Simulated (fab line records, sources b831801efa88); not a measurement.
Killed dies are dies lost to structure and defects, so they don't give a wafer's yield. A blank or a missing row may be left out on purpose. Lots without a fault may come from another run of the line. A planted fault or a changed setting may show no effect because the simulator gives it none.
A struck lot beside a sound one | flow sky130 | 17 steps out of a route of 708
Sound: wafers L100.1, L100.2, L100.4. Struck: wafer L115.6. (L115.4, L115.5 of the same lot were not struck and are left out.) The cause comes at the end.
At each step with rows: each side's tool, then ch and its chambers, then its first start. Under that, the readings that differ: sound wafers | struck wafers | difference of the means | sigmas: that difference in standard deviations of wafers without a fault.
alike: readings whose means differ by less than 2 such deviations, and words and numbers that are the same on both sides. not compared: withheld readings, readings that some wafer has no value for, bounds like >300 that may hide the same value, and numbers for which the record gives no deviation and whose values overlap.
The two part at a step that has a row with sigmas, a row that says differs or no value, or rows on one side only. Numbers that don't overlap but have no deviation are shown without sigmas and don't part them. A reading that every wafer of one side lacks parts them only if that side has two wafers or more.

SKY_LOCAL_INTERCONNECT_RS_MEAS_01: measures by four-point-probe.
  sound on film_metro-04, day 30 08:23; struck on film_metro-03, day 34 14:31
  alike: LOCAL_INTERCONNECT_TIN_RS
SKY_LOCAL_INTERCONNECT_THK_MEAS_02: measures by xrf.
  sound on film_metro-04, day 30 08:30; struck on film_metro-03, day 34 14:37
  reading                         | sound          | struck | difference | sigmas
  LOCAL_INTERCONNECT_TIN_THK (nm) | 98.5 98.7 99.4 | 101.0  | +2.1       | +2
then, 8 steps without rows for these wafers: SKY_LOCAL_INTERCONNECT_DEHYDRATE_03 (time 60 s); SKY_LOCAL_INTERCONNECT_HMDS_04 (prime time 60 s); SKY_LOCAL_INTERCONNECT_COAT_05 (resist thk 60 nm); SKY_LOCAL_INTERCONNECT_COAT_06 (resist thk 450 nm); SKY_LOCAL_INTERCONNECT_SOFTBAKE_07 (time 90 s); SKY_LOCAL_INTERCONNECT_EXPOSE_08 (exposes mask LI1M, target cd 170 nm); SKY_LOCAL_INTERCONNECT_PEB_09; SKY_LOCAL_INTERCONNECT_DEVELOP_10 (develop time 60 s).
SKY_LOCAL_INTERCONNECT_CD_MEAS_11: target cd 170 nm.
  sound on cd_sem-01, day 31 12:23; struck on cd_sem-02, day 35 16:58
  alike: cd_nm
SKY_LOCAL_INTERCONNECT_OVL_MEAS_12:
  sound on overlay-01, day 31 12:30; struck on overlay-02, day 35 17:03
  alike: LOCAL_INTERCONNECT_OVL
SKY_LOCAL_INTERCONNECT_ETCH_13: etches BARC in N2/H2, stops on SiO2, time 45.9 s, target depth 60 nm.
  sound on rie_metal-03 ch 0,1, day 31 12:32; struck on rie_metal-04 ch 0, day 35 17:05
  reading                                                   | sound             | struck | difference | sigmas
  oes_product_au (a.u.)                                     | 0.858 0.861 0.858 | 0.737  | -0.122     | -24
  model.KrF-thick_of_LOCAL_INTERCONNECT_COAT_06.thk_nm (nm) | 392.7 392.4 390.9 | 411.7  | +19.7      |
  model.etch.depth_nm (nm)                                  | 60.08 60.26 60.31 | 45.16  | -15.06     |
  model.LOCAL_INTERCONNECT.cd_nm (nm)                       | 169 169.2 168.1   | 172.2  | +3.4       |
  alike: bias_w, drypump_motor_current_A, h2_flow_sccm, throttle_valve_pct
  not compared: rf_hours_counter_h
SKY_LOCAL_INTERCONNECT_METAL_ETCH_14: etches TiN in Cl2/BCl3, stops on PSG, target depth 110 nm, time 31.4 s.
  sound on rie_metal-03 ch 0,1, day 31 12:36; struck on rie_metal-04 ch 0, day 35 17:09
  reading                                                   | sound                | struck | difference | sigmas
  oes_product_au (a.u.)                                     | 0.935 0.939 0.938    | 0.373  | -0.564     | -87
  throttle_valve_pct (%)                                    | 21.907 21.897 21.909 | 22.268 | +0.364     | +33
  model.KrF-thick_of_LOCAL_INTERCONNECT_COAT_06.thk_nm (nm) | 348.7 348 346.8      | 367.6  | +19.8      |
  model.LOCAL_INTERCONNECT.cd_nm (nm)                       | 168.8 169.8 168.7    | 172.5  | +3.4       |
  alike: bias_w, drypump_motor_current_A
  not compared: rf_hours_counter_h
SKY_LOCAL_INTERCONNECT_STRIP_15: strips in O2/N2.
  sound on plasma_asher-04 ch 0,1, day 31 12:39; struck on plasma_asher-04 ch 1, day 35 17:13
  reading                      | sound             | struck | difference | sigmas
  oes_product_au (a.u.)        | 0.422 0.432 0.430 | 0.437  | +0.009     | +2
  strip_time_to_endpoint_s (s) | 4.736 4.727 4.713 | 4.919  | +0.194     | +8
  alike: drypump_motor_current_A
  not compared: rf_hours_counter_h
then, 1 step without rows for these wafers: SKY_LOCAL_INTERCONNECT_STRIP_16 (strips in post etch residue remover, time 1200 s).
-- the record jumps here: 14 days lie between the struck wafers' starts before and after (it left off in module LOCAL_INTERCONNECT and takes up again in module PAD_OPEN, whose first step shown is number 708 of the route) --
SKY_PAD_OPEN_PROBE_99:
  the record has rows for the struck wafers here (prober-02, day 49 18:47) and none for the sound ones

WHERE THEY PART
First at SKY_LOCAL_INTERCONNECT_THK_MEAS_02; last, within this record, at SKY_PAD_OPEN_PROBE_99.

WHY: what the simulator had put in
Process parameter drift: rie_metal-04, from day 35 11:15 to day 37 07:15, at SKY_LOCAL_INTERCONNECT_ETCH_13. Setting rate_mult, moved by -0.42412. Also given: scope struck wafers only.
